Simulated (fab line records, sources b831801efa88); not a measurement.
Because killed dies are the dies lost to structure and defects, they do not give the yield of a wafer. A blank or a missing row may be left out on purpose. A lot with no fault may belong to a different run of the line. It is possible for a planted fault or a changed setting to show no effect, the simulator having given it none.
fab line records	flow sky130
record lots=7	wafers=21	last_day=49
route steps=708 shown LI_CONTACT@371 PAD_OPEN@708
lots untouched by any fault: they come from a run of this same line in which no faults occurred
start_h: start of the lot's first displayed wafer, in hours after the record's first day	wait_h: hours elapsed since this lot's preceding step	" repeats the value in the row above	L1.1+2: a row that stands for several wafers	- value missing, or start not given	* or withheld: withheld	< > ~ a bound
route shown NAME@n: names a module that has steps shown in the file, with the first one's number in the route	usual: average and standard deviation across the fault-free wafers	same: alike in all rows	chamber/n: place in a boat	sites: the reading at each site	_std_site: standard deviation across them	_edge_site: outer sites' mean less inner sites'	radius_mm: for every site, how far away it sits from the centre of the wafer	mask NAME#n: copy n	behind: the last tool/chamber to shape the wafer	hold: reason for holding the lot/hours on hold/outcome of the hold	device: the transistor (n, p or np) that didn't switch	end of line: the route-end tests of the same wafers	for a step that has no rows: nothing shown but its recipe	killed: not the wafer's yield, but the dies lost to structure and defects at the first sort	map: a wafer's dies, marking killed ones x, the rest . and places with no die _
set.NAME: the setting as run; set.NAME@STEP: as run at that earlier step	model.NAME: the simulator's own value behind a step, which no gauge read
lots seen at some steps along the route; tables by step, rows by wafer
services: a tool's chamber out of use, with start hour (start_h, from the record's first day; less than 0 if before it), hours out, and reason
## steps
# step SKY_LI_CONTACT_EXPOSE_09
# recipe mask_id=LICM1	na=0.8	source_shape=annular	sigma_inner=0.55	sigma_outer=0.85	target_cd_nm=170	dose_mj=38
# step SKY_LI_CONTACT_PEB_10
# recipe peb_temp_c=withheld	peb_time_s=withheld	resist=KrF-thick
# step SKY_LI_CONTACT_DEVELOP_11
# recipe develop_time_s=60	resist=KrF-thick	dev_temp_c=21
# step SKY_LI_CONTACT_CD_MEAS_12
# recipe target_cd_nm=170
# usual cd_nm=169.5/1.6
lot.wafer	tool	chamber	start_h	wait_h	cd_nm
L467.2	cd_sem-02	-	669.59	-	168.7
L467.3	"	-	"	"	169.0
L467.4	"	-	"	"	169.1
L470.2	cd_sem-02	-	700.16	-	169.3
L470.3	"	-	"	"	168.2
L470.5	"	-	"	"	168.5
L471.1	cd_sem-02	-	709.79	-	169.3
L471.4	"	-	"	"	169.0
L471.5	"	-	"	"	169.5
L472.3	cd_sem-02	-	725.41	-	165.8
L472.4	"	-	"	"	166.5
L472.5	"	-	"	"	166.3
L473.3	cd_sem-01	-	728.13	-	171.6
L473.4	"	-	"	"	171.2
L473.6	"	-	"	"	171.4
L481.2	cd_sem-01	-	792.26	-	168.3
L481.3	"	-	"	"	167.7
L481.6	"	-	"	"	168.4
L483.4	cd_sem-01	-	803.73	-	170.1
L483.5	"	-	"	"	169.5
L483.6	"	-	"	"	170.8
# step SKY_LI_CONTACT_OVL_MEAS_13
# usual LI_CONTACT_OVL=-1/4.7
lot.wafer	tool	chamber	start_h	wait_h	LI_CONTACT_OVL[nm]
L467.2	overlay-01	-	669.70	0.1	0
L467.3	"	-	"	"	-6
L467.4	"	-	"	"	-3
L470.2	overlay-02	-	700.27	0.1	1
L470.3	"	-	"	"	-5
L470.5	"	-	"	"	4
L471.1	overlay-02	-	709.91	0.1	5
L471.4	"	-	"	"	-4
L471.5	"	-	"	"	-5
L472.3	overlay-02	-	725.50	0.1	-7
L472.4	"	-	"	"	-8
L472.5	"	-	"	"	-4
L473.3	overlay-02	-	728.23	0.1	1
L473.4	"	-	"	"	-3
L473.6	"	-	"	"	-2
L481.2	overlay-01	-	792.37	0.1	-4
L481.3	"	-	"	"	-3
L481.6	"	-	"	"	-1
L483.4	overlay-01	-	803.81	0.1	3
L483.5	"	-	"	"	-2
L483.6	"	-	"	"	1
# step SKY_LI_CONTACT_ETCH_14
# recipe chemistry=N2/H2	target=BARC	ion_energy_ev=200	source_w=500	bias_w=100	pressure_mtorr=30	n2_flow_sccm=100	h2_flow_sccm=200	stop_on=SiO2	time_s=45.9	target_depth_a=600
# usual drypump_motor_current_A=5.77/0.27	oes_product_au=0.854/0.0045	throttle_valve_pct=13.225/0.0082
lot.wafer	tool	chamber	start_h	wait_h	drypump_motor_current_A	oes_product_au	rf_hours_counter_h	throttle_valve_pct
L467.2	rie_diel-01	1	669.73	0.0	5.79	0.855	0	13.220
L467.3	"	3	"	"	5.42	0.861	1	13.211
L467.4	"	0	"	"	5.94	0.854	6	13.216
L470.2	rie_diel-01	2	700.30	0.0	6.15	0.856	7	13.228
L470.3	"	1	"	"	5.82	0.850	1	13.230
L470.5	"	0	"	"	5.92	0.859	-	13.235
L471.1	rie_diel-03	0	709.95	0.0	6.00	0.853	7	13.219
L471.4	"	1	"	"	5.62	0.861	9	13.212
L471.5	"	3	"	"	5.60	0.857	-	13.230
L472.3	rie_diel-02	1	725.53	0.0	5.34	0.851	4	13.231
L472.4	"	2	"	"	6.08	0.858	8	13.228
L472.5	"	3	"	"	5.60	0.854	-	13.234
L473.3	rie_diel-02	2	728.25	0.0	6.04	0.857	8	13.230
L473.4	"	0	"	"	6.15	0.855	50	13.231
L473.6	"	3	"	"	5.62	0.856	-	13.220
L481.2	rie_diel-03	0	792.40	0.0	6.07	0.842	8	13.226
L481.3	"	3	"	"	5.59	0.853	3	13.226
L481.6	"	1	"	"	5.67	0.856	-	13.222
L483.4	rie_diel-01	3	803.83	0.0	5.41	0.851	5	13.243
L483.5	"	2	"	"	6.14	0.852	-	13.228
L483.6	"	1	"	"	5.81	0.856	-	13.222
# step SKY_LI_CONTACT_ETCH_15
# recipe target=PSG	chemistry=C4F8/O2/Ar	stop_on=Si	taper_deg=4.15	mask_material=KrF-thick	source_w=1500	bias_w=1200	pressure_mtorr=40	c4f8_flow_sccm=withheld	O2_flow_sccm=6	Ar_flow_sccm=300	time_s=withheld	target_depth_a=6000
# usual oes_product_au=0.837/0.0045
lot.wafer	tool	chamber	start_h	wait_h	oes_product_au
L467.2	rie_diel-01	1	669.77	0.0	0.835
L467.3	"	3	"	"	0.845
L467.4	"	0	"	"	0.839
L470.2	rie_diel-01	2	700.34	0.0	0.840
L470.3	"	1	"	"	0.836
L470.5	"	0	"	"	0.841
L471.1	rie_diel-03	0	709.99	0.0	0.840
L471.4	"	1	"	"	0.834
L471.5	"	3	"	"	0.836
L472.3	rie_diel-02	1	725.57	0.0	0.834
L472.4	"	2	"	"	0.844
L472.5	"	3	"	"	0.834
L473.3	rie_diel-02	2	728.29	0.0	0.833
L473.4	"	0	"	"	0.841
L473.6	"	3	"	"	0.839
L481.2	rie_diel-03	0	792.44	0.0	0.834
L481.3	"	3	"	"	0.834
L481.6	"	1	"	"	0.837
L483.4	rie_diel-01	3	803.87	0.0	0.839
L483.5	"	2	"	"	0.837
L483.6	"	1	"	"	0.844
# step SKY_LI_CONTACT_STRIP_16
# recipe chemistry=O2/N2	power_w=1400	pressure_mtorr=1500	platen_temp_c=withheld	o2_flow_sccm=3000	n2_flow_sccm=300	overash_fraction=0.5
# usual drypump_motor_current_A=5.6/0.43	oes_product_au=0.376/0.0047	strip_time_to_endpoint_s=3.500/0.029
lot.wafer	tool	chamber	start_h	wait_h	drypump_motor_current_A	oes_product_au	rf_hours_counter_h	strip_time_to_endpoint_s
L467.2	plasma_asher-03	0	669.86	-	4.9	0.374	95	3.536
L467.3	"	0	"	"	4.9	0.377	-	3.481
L467.4	"	1	"	"	5.7	0.375	-	3.516
L470.2	plasma_asher-03	0	700.43	-	4.9	0.373	98	3.491
L470.3	"	1	"	"	5.7	0.378	-	3.518
L470.5	"	1	"	"	5.7	0.376	-	3.510
L471.1	plasma_asher-03	0	710.08	-	4.9	0.370	99	3.445
L471.4	"	1	"	"	5.7	0.371	-	3.479
L471.5	"	1	"	"	5.7	0.373	-	3.467
L472.3	plasma_asher-03	1	725.69	-	5.7	0.375	-	3.512
L472.4	"	0	"	"	4.9	0.388	-	3.532
L472.5	"	1	"	"	5.7	0.376	-	3.461
L473.3	plasma_asher-03	0	728.41	-	4.9	0.368	-	3.521
L473.4	"	1	"	"	5.7	0.389	-	3.486
L473.6	"	0	"	"	4.9	0.373	-	3.470
L481.2	plasma_asher-02	1	792.53	-	5.8	0.378	34	3.440
L481.3	"	0	"	"	6.1	0.379	-	3.470
L481.6	"	0	"	"	6.1	0.378	-	3.540
L483.4	plasma_asher-04	1	803.99	-	5.8	0.375	-	3.509
L483.5	"	1	"	"	5.8	0.383	-	3.544
L483.6	"	0	"	"	5.4	0.381	-	3.546
# step SKY_LI_CONTACT_CLEAN_17
# recipe chemistry=NMP	time_s=600	temp_c=60	dry=n2_spin
# step SKY_LI_CONTACT_PRE_CLEAN_18
# recipe gas=Ar	time_s=5.6	bias_v=358
# step SKY_LI_CONTACT_SPUTTER_19
# recipe material=Ti	target_thk_nm=20	chamber_pressure_pa=5	power_w=2500	substrate_temp_c=200	time_s=106.37
# usual throttle_valve_pct=30.3/1.1
lot.wafer	tool	chamber	start_h	wait_h	throttle_valve_pct
L467.2	pvd_sputter-04	-	670.15	0.0	29.0
L467.3	"	-	"	"	32.7
L467.4	"	-	"	"	29.2
L470.2	pvd_sputter-01	-	700.74	0.0	29.7
L470.3	"	-	"	"	30.5
L470.5	"	-	"	"	30.3
L471.1	pvd_sputter-01	-	710.37	0.0	30.3
L471.4	"	-	"	"	30.5
L471.5	"	-	"	"	29.5
L472.3	pvd_sputter-04	-	725.97	0.0	29.5
L472.4	"	-	"	"	29.1
L472.5	"	-	"	"	28.8
L473.3	pvd_sputter-01	-	728.69	0.0	31.1
L473.4	"	-	"	"	30.5
L473.6	"	-	"	"	29.4
L481.2	pvd_sputter-04	-	792.82	0.0	29.1
L481.3	"	-	"	"	29.4
L481.6	"	-	"	"	28.9
L483.4	pvd_sputter-01	-	804.25	0.0	30.8
L483.5	"	-	"	"	31.1
L483.6	"	-	"	"	29.4
# step SKY_LI_CONTACT_SPUTTER_20
# recipe material=TiN	target_thk_nm=20	chamber_pressure_pa=5	power_w=4000	time_s=80
# step SKY_LI_CONTACT_CVD_21
# recipe material=W	target_thk_nm=400	time_s=120.56	temp_c=400	pressure_torr=40
# usual heater_power_w=839/64	susceptor_temp_C=399.94/0.25
lot.wafer	tool	chamber	start_h	wait_h	heater_power_w	susceptor_temp_C	model.W_of_LI_CONTACT_CVD_21.thk_nm
L467.2	cvd_w-01	1	670.29	0.0	774	399.80	399.2
L467.3	"	1	"	"	756	399.81	396.2
L467.4	"	0	"	"	810	400.28	402.9
L470.2	cvd_w-01	1	700.87	0.0	753	400.00	401.4
L470.3	"	0	"	"	822	400.07	399.1
L470.5	"	0	"	"	806	400.26	397.2
L471.1	cvd_w-01	0	710.51	0.0	817	403.04	424.1
L471.4	"	0	"	"	831	403.57	422.2
L471.5	"	0	"	"	806	403.35	424.3
L472.3	cvd_w-01	0	726.14	0.1	833	403.59	425.3
L472.4	"	1	"	"	757	399.56	399.3
L472.5	"	1	"	"	757	399.61	400
L473.3	cvd_w-01	0	728.87	0.1	806	403.21	420.5
L473.4	"	1	"	"	755	399.62	394
L473.6	"	1	"	"	759	399.32	390.9
L481.2	cvd_w-02	0	792.96	0.0	910	400.10	396.9
L481.3	"	1	"	"	847	399.87	408.4
L481.6	"	0	"	"	933	399.98	389.2
L483.4	cvd_w-02	0	804.43	0.1	910	399.82	392.4
L483.5	"	1	"	"	848	400.09	407.6
L483.6	"	0	"	"	977	399.90	397.9
# step SKY_LI_CONTACT_RS_MEAS_22
# recipe thk_meas_gauge=four-point-probe	reads=W_of_LI_CONTACT_CVD_21+TiN_of_LI_CONTACT_SPUTTER_20+Ti_of_LI_CONTACT_SPUTTER_19
# usual LI_CONTACT_W_RS=0.286/0.0041
lot.wafer	tool	chamber	start_h	wait_h	LI_CONTACT_W_RS[ohm/sq]
L467.2	film_metro-02	-	670.43	0.1	0.285
L467.3	"	-	"	"	0.288
L467.4	"	-	"	"	0.283
L470.2	film_metro-04	-	701.02	0.1	0.284
L470.3	"	-	"	"	0.286
L470.5	"	-	"	"	0.287
L471.1	film_metro-02	-	710.63	0.1	0.269
L471.4	"	-	"	"	0.269
L471.5	"	-	"	"	0.268
L472.3	film_metro-01	-	726.27	0.1	0.268
L472.4	"	-	"	"	0.285
L472.5	"	-	"	"	0.285
L473.3	film_metro-04	-	728.99	0.1	0.271
L473.4	"	-	"	"	0.289
L473.6	"	-	"	"	0.292
L481.2	film_metro-04	-	793.10	0.1	0.287
L481.3	"	-	"	"	0.279
L481.6	"	-	"	"	0.293
L483.4	film_metro-02	-	804.57	0.1	0.290
L483.5	"	-	"	"	0.279
L483.6	"	-	"	"	0.286
# step SKY_LI_CONTACT_THK_MEAS_23
# recipe thk_meas_gauge=xrf	reads=W_of_LI_CONTACT_CVD_21
# usual LI_CONTACT_W_THK=407/7.1
lot.wafer	tool	chamber	start_h	wait_h	LI_CONTACT_W_THK[nm]
L467.2	film_metro-02	-	670.54	0.1	413
L467.3	"	-	"	"	408
L467.4	"	-	"	"	417
L470.2	film_metro-04	-	701.13	0.1	407
L470.3	"	-	"	"	406
L470.5	"	-	"	"	402
L471.1	film_metro-02	-	710.75	0.1	440
L471.4	"	-	"	"	438
L471.5	"	-	"	"	439
L472.3	film_metro-01	-	726.37	0.1	434
L472.4	"	-	"	"	405
L472.5	"	-	"	"	402
L473.3	film_metro-04	-	729.09	0.1	423
L473.4	"	-	"	"	396
L473.6	"	-	"	"	391
L481.2	film_metro-04	-	793.21	0.1	408
L481.3	"	-	"	"	422
L481.6	"	-	"	"	400
L483.4	film_metro-02	-	804.66	0.1	402
L483.5	"	-	"	"	421
L483.6	"	-	"	"	411
# step SKY_LI_CONTACT_CMP_24
# recipe stop_on=PSG	t_overpolish_s=20	down_force_psi=3.5	platen_rpm=60	target_thk_nm=0	pad_velocity_m_s=0.94248
# usual motor_current_A=11.2/0.94	platen_rpm=60.00/0.039
lot.wafer	tool	chamber	start_h	wait_h	motor_current_A	platen_rpm
L467.2	cmp-01	2	670.64	0.1	11.9	60.04
L467.3	"	3	"	"	11.8	59.93
L467.4	"	0	"	"	11.7	59.97
L470.2	cmp-01	3	701.18	0.0	11.8	60.05
L470.3	"	2	"	"	12.2	59.98
L470.5	"	3	"	"	11.5	59.99
L471.1	cmp-02	3	710.89	0.1	10.8	59.98
L471.4	"	1	"	"	10.3	60.01
L471.5	"	0	"	"	10.1	60.02
L472.3	cmp-02	0	726.41	0.0	10.5	59.97
L472.4	"	3	"	"	10.7	59.99
L472.5	"	1	"	"	11.0	59.96
L473.4	cmp-02	2	729.13	0.0	9.6	60.05
L473.3	"	0	"	"	10.2	59.95
L473.6	"	2	"	"	9.9	59.96
L481.2	cmp-01	2	793.54	0.3	12.0	59.98
L481.3	"	3	"	"	12.3	60.04
L481.6	"	2	"	"	12.7	60.02
L483.4	cmp-01	2	804.69	0.0	12.2	60.03
L483.6	"	2	"	"	12.5	59.95
L483.5	"	3	"	"	11.5	60.03
# step SKY_PAD_OPEN_PROBE_99
# usual killed_at_M0_to_M3=43/6.5	killed_at_M4_up=3.2/1.8	killed_at_contacts=24/5.2	killed_at_front_end=15/4	killed_at_other=0.4/0.69	killed_dies=86/8.7	killed_open=47/7	killed_short=39/5.7
# same gross_dies=492	killed_at_back_side=0
lot.wafer	tool	chamber	start_h	wait_h	killed_at_M0_to_M3	killed_at_M4_up	killed_at_contacts	killed_at_front_end	killed_at_other	killed_dies	killed_open	killed_short
L470.2	prober-01	-	1093.17	0.1	41	3	29	20	0	93	42	48
L470.3	prober-01	-	1093.22	0.2	39	2	20	16	0	77	35	41
L470.5	prober-01	-	1093.32	0.2	42	2	24	23	0	91	48	43
L472.3	prober-01	-	1112.61	0.2	41	0	30	16	1	88	43	44
L472.4	prober-01	-	1112.66	0.2	40	1	30	10	3	84	41	41
L472.5	prober-01	-	1112.71	0.2	49	0	23	13	1	86	47	38
L473.3	prober-02	-	1113.31	0.2	45	5	26	9	1	86	50	36
L473.4	prober-02	-	1113.36	0.2	37	3	20	18	2	80	43	35
L473.6	prober-02	-	1113.46	0.2	49	4	25	15	0	93	48	44
L481.2	prober-01	-	1158.37	0.1	37	6	25	17	0	85	48	35
L481.3	prober-01	-	1158.42	0.2	44	5	29	15	0	93	40	52
L481.6	prober-01	-	1158.57	0.2	35	2	33	17	0	87	49	37
# killed by level:class
L470.2 LOCAL_INTERCONNECT:geometric_particle:short=8 VIA1:geometric_particle:open=8 POLY_GATE:geometric_particle:short=7 CONTACT:geometric_particle:open=7 METAL1:geometric_particle:short=7 VIA2:geometric_particle:open=6 LI_CONTACT:geometric_particle:open=5 FIELD_ISO:geometric_particle:open=4
L470.3 VIA1:geometric_particle:open=10 LI_CONTACT:geometric_particle:open=7 METAL1:geometric_particle:short=7 FIELD_ISO:geometric_particle:short=5 LOCAL_INTERCONNECT:geometric_particle:short=5 POLY_GATE:geometric_particle:short=4 VIA1:geometric_particle:short=4 VIA2:geometric_particle:open=4
L470.5 FIELD_ISO:geometric_particle:open=11 METAL2:geometric_particle:short=8 VIA1:geometric_particle:open=8 VIA3:geometric_particle:open=7 CONTACT:geometric_particle:short=6 POLY_GATE:geometric_particle:short=5 LI_CONTACT:geometric_particle:open=5 CONTACT:geometric_particle:open=5
L472.3 LI_CONTACT:geometric_particle:open=8 VIA2:geometric_particle:open=7 CONTACT:geometric_particle:short=7 CONTACT:geometric_particle:open=7 METAL1:geometric_particle:short=6 VIA1:geometric_particle:open=6 METAL2:geometric_particle:short=6 FIELD_ISO:geometric_particle:short=4
L472.4 VIA2:geometric_particle:open=10 CONTACT:geometric_particle:open=9 CONTACT:geometric_particle:short=8 METAL2:geometric_particle:short=6 LI_CONTACT:geometric_particle:short=5 METAL1:geometric_particle:short=5 VIA1:geometric_particle:open=5 LOCAL_INTERCONNECT:geometric_particle:open=4
L472.5 VIA1:geometric_particle:open=11 CONTACT:geometric_particle:open=10 VIA1:geometric_particle:short=8 VIA2:geometric_particle:open=7 METAL1:geometric_particle:short=6 VIA3:geometric_particle:open=4 LI_CONTACT:geometric_particle:open=4 FIELD_ISO:geometric_particle:short=3
L473.3 VIA1:geometric_particle:open=17 CONTACT:geometric_particle:open=9 LI_CONTACT:geometric_particle:open=7 VIA2:geometric_particle:open=6 CONTACT:geometric_particle:short=5 VIA3:geometric_particle:short=5 VIA1:geometric_particle:short=4 METAL2:geometric_particle:short=4
L473.4 VIA3:geometric_particle:open=11 METAL1:geometric_particle:short=7 VIA1:geometric_particle:open=7 CONTACT:geometric_particle:open=6 FIELD_ISO:geometric_particle:short=5 POLY_GATE:geometric_particle:open=5 LOCAL_INTERCONNECT:geometric_particle:short=5 FIELD_ISO:geometric_particle:open=4
L473.6 LI_CONTACT:geometric_particle:open=8 VIA2:geometric_particle:open=8 VIA1:geometric_particle:open=7 VIA3:geometric_particle:open=7 LOCAL_INTERCONNECT:geometric_particle:short=6 VIA2:geometric_particle:short=6 POLY_GATE:geometric_particle:open=4 CONTACT:geometric_particle:short=4
L481.2 VIA1:geometric_particle:open=12 CONTACT:geometric_particle:open=10 METAL2:geometric_particle:short=7 FIELD_ISO:geometric_particle:open=5 VIA3:geometric_particle:open=5 CONTACT:geometric_particle:short=5 VIA2:geometric_particle:open=5 POLY_GATE:geometric_particle:short=3
L481.3 CONTACT:geometric_particle:short=8 METAL1:geometric_particle:short=8 LI_CONTACT:geometric_particle:open=7 VIA3:geometric_particle:open=7 VIA1:geometric_particle:open=6 LOCAL_INTERCONNECT:geometric_particle:short=5 CONTACT:geometric_particle:open=5 POLY_GATE:geometric_particle:open=4
L481.6 CONTACT:geometric_particle:open=12 LI_CONTACT:geometric_particle:open=8 VIA1:geometric_particle:open=7 CONTACT:geometric_particle:short=7 METAL2:geometric_particle:short=6 VIA3:geometric_particle:open=6 FIELD_ISO:geometric_particle:open=5 VIA1:geometric_particle:short=4
## services
tool	chamber	start_h	hours	kind
cvd_w-01	-	652.05	6.9	pm
rie_diel-01	2	654.32	5.8	repair
rie_diel-02	-	668.76	28.1	pm
rie_diel-03	-	686.08	1.0	repair
rie_diel-03	3	692.95	2.6	repair
plasma_asher-04	-	707.04	2.8	pm
rie_diel-02	-	715.54	2.8	pm
rie_diel-02	-	720.58	1.1	repair
cmp-01	-	727.88	1.6	repair
plasma_asher-03	-	733.75	9.0	pm
plasma_asher-03	0	733.75	9.0	vent_cycle
plasma_asher-03	1	733.75	9.0	vent_cycle
plasma_asher-03	0	742.75	-	clean
cmp-02	-	744.00	4.0	pm
rie_diel-01	-	753.58	2.8	pm
rie_diel-02	1	757.36	6.3	repair
plasma_asher-02	-	758.22	2.8	pm
cvd_w-02	-	780.67	6.9	pm
cmp-02	-	781.12	2.5	repair
plasma_asher-03	-	789.07	23.1	repair
cmp-02	-	791.38	7.0	pm
rie_diel-02	0	796.00	15.3	repair
plasma_asher-03	-	797.02	1.1	repair
plasma_asher-04	-	800.39	3.3	repair
## key
first_sign step=SKY_LI_CONTACT_CVD_21	reading=susceptor_temp_C	direction=up	sigmas=14	usual=*	struck=*
effect step=SKY_LI_CONTACT_RS_MEAS_22	reading=LI_CONTACT_W_RS	direction=down	sigmas=4.2	usual=0.286	struck=0.269
effect step=SKY_LI_CONTACT_THK_MEAS_23	reading=LI_CONTACT_W_THK	direction=up	sigmas=3.9	usual=407	struck=435
model_effect step=SKY_LI_CONTACT_CVD_21	value=W_of_LI_CONTACT_CVD_21.thk_nm	without=395.9	struck=423.3
met_at SKY_LI_CONTACT_CVD_21
struck_wafers L471.1,L471.4,L471.5,L472.3,L473.3
tester_left_out L471,L472,L473
onset_between 700.87 710.51
fault kind=process_parameter_drift	tool=cvd_w-01	chamber=0	onset_h=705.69	steps=SKY_LI_CONTACT_CVD_21	channel=temp_c	offset=*	shape=step	end_h=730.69	acts_in=*	stated=*
# tester_left_out: of these lots the tester's yield and bins aren't shown, on N5 and GAA mostly nor the transistor test; their killed dies are dies lost to structure and defects alone, not to doping, threshold or leakage, so they don't give the yield
